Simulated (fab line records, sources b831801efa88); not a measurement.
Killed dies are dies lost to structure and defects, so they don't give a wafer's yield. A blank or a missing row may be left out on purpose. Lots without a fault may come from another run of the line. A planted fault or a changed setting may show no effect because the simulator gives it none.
Which tool did it? | flow sfq_line | 6 lots, 18 wafers sampled, at 2 steps of a route of 325

WHAT THE GAUGES READ, wafer by wafer
SFQ_I5_OVL_MEAS_936.
lot  | measured     | on         | I5_OVL (nm)
L202 | day 53 02:48 | overlay-02 | -8 -7 -10
L207 | day 55 02:48 | overlay-02 | 2 -4 -7
L209 | day 55 23:38 | overlay-01 | -5 -6 -2
L212 | day 56 17:37 | overlay-02 | -4 -3 3
L214 | day 56 22:26 | overlay-02 | -10 1 -3
L220 | day 58 11:26 | overlay-01 | 4 4 -5

WHICH TOOL RAN EACH LOT (tool, then ch and the chambers of the sampled wafers, then the start)
lot  | SFQ_TRILAYER_A5C_DEP_PECVD_142
L202 | pecvd-02 ch 0,1, day 50 16:29
L207 | pecvd-04 ch 0,1,2, day 53 08:10
L209 | pecvd-04 ch 1,2, day 54 05:14
L212 | pecvd-02 ch 1,2, day 55 05:10
L214 | pecvd-04 ch 0,1, day 55 12:20
L220 | pecvd-04 ch 0,2, day 57 09:29
- SFQ_TRILAYER_A5C_DEP_PECVD_142: deposits SiO2 from SiH4/N2O, time 15.556 s, target thk 70 nm.

THE ANSWER, worked out from the rows above alone
Rule: what is usual is taken from the lots themselves. Put in order of their means at a reading, lots are off if they are a third of the lots or fewer, leave a main group of 4 or more, and stand apart from it by a gap of 3 or more times the standard deviation of the main group's means; of several such gaps the widest counts. A main group whose means are all the same, to the digits that the tables above print for the reading, isn't used. A lot without any number at a reading at which 4 lots or more have one is off too. The other lots that the step has rows for count as sound.
No lot is off at any reading shown: from this, nothing can be told.

WHAT THE SIMULATOR HAD PUT IN
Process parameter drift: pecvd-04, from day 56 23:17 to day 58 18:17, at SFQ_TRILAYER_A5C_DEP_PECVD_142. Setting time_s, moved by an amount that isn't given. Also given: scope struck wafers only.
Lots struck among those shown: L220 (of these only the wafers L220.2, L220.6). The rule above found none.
